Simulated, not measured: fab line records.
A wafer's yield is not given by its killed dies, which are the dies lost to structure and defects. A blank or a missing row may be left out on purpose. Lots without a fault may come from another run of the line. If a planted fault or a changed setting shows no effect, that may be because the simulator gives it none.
Comparing a struck lot with a sound one || flow sky130 || 14 steps out of a route of 708
Sound: wafers L840.1, L840.2, L840.3. The struck wafers were L833.1, L833.2, L833.5. The cause is given at the end.
Per side, at each step with rows, come the tool, then ch with its chambers, and then its first start. Under that, the readings that differ: sound wafers || struck wafers || difference of the means || sigmas: that difference in standard deviations of wafers without a fault.
alike: readings with means less than 2 such deviations apart, plus words and numbers identical on both sides. not compared: withheld readings, readings lacking a value on some wafer, bounds such as >300 that could conceal the same value, and numbers that have no deviation in the record and whose values overlap.
Wherever a step has rows on one side only, a row that says differs or no value, or a row with sigmas, the two part there. Non-overlapping numbers with no deviation appear without sigmas and do not part them. Lack of a reading on every wafer of one side parts them only where that side has two or more wafers.

SKY_LI_CONTACT_CVD_21: deposits W, target thk 400 nm, time 120.56 s.
  sound on cvdW-02 ch 0,1, day 34 01:41; struck on cvdW-02 ch 0,1, day 31 19:38
  alike: heaterPowerW
SKY_LI_CONTACT_RS_MEAS_22: the measuring method here is four-point-probe.
  struck on filmMetro-02, day 31 19:45; sound on filmMetro-02, day 34 01:49
  alike: LI_CONTACT_W_RS
SKY_LI_CONTACT_THK_MEAS_23: measures by xrf.
  struck on filmMetro-02, day 31 19:52; sound on filmMetro-02, day 34 01:56
  alike: LI_CONTACT_W_THK
SKY_LI_CONTACT_CMP_24: polishes, stops on PSG, t overpolish 20 s, target thk 0 nm.
  sound on cmp-01 ch 1,2,3, day 34 02:00; struck on cmp-02 ch 1,2, day 31 19:56
  alike: motorCurrentA, overpolishRunS, timeToEndpointS
SKY_LOCAL_INTERCONNECT_SPUTTER_00: material TiN, target thk 100 nm, time 83.3 s.
  struck on pvdSputter-02, day 31 20:14; sound on pvdSputter-02, day 34 02:18
  alike: throttleValvePct
SKY_LOCAL_INTERCONNECT_RS_MEAS_01: the measuring method here is four-point-probe.
  struck on filmMetro-04, day 31 20:18; sound on filmMetro-03, day 34 02:22
  alike: LOCAL_INTERCONNECT_TIN_RS
SKY_LOCAL_INTERCONNECT_THK_MEAS_02: measures by xrf.
  struck on filmMetro-04, day 31 20:25; sound on filmMetro-03, day 34 02:29
  alike: LOCAL_INTERCONNECT_TIN_THK
then, 5 steps without rows for these wafers: SKY_LOCAL_INTERCONNECT_DEHYDRATE_03 (time 60 s); SKY_LOCAL_INTERCONNECT_HMDS_04 (prime time 60 s); SKY_LOCAL_INTERCONNECT_COAT_05 (resist thk 60 nm); SKY_LOCAL_INTERCONNECT_COAT_06 (resist thk 450 nm); SKY_LOCAL_INTERCONNECT_SOFTBAKE_07 (time 90 s).
SKY_LOCAL_INTERCONNECT_EXPOSE_08: exposes mask LI1M, target cd 170 nm.
  struck on krfScanner-01, day 32 10:33; sound on krfScanner-02 ch 0, day 34 15:52
  no value came back on the struck wafers for exposureDoseMJCm2, focusOffsetNm (nm); on the sound wafers exposureDoseMJCm2 reads 27.98 27.99 27.98
  alike: mask
then, 1 step without rows for these wafers: SKY_LOCAL_INTERCONNECT_PEB_09.

== WHERE THEY PART ==
Only at SKY_LOCAL_INTERCONNECT_EXPOSE_08, within this record.

WHY: the cause the simulator had injected
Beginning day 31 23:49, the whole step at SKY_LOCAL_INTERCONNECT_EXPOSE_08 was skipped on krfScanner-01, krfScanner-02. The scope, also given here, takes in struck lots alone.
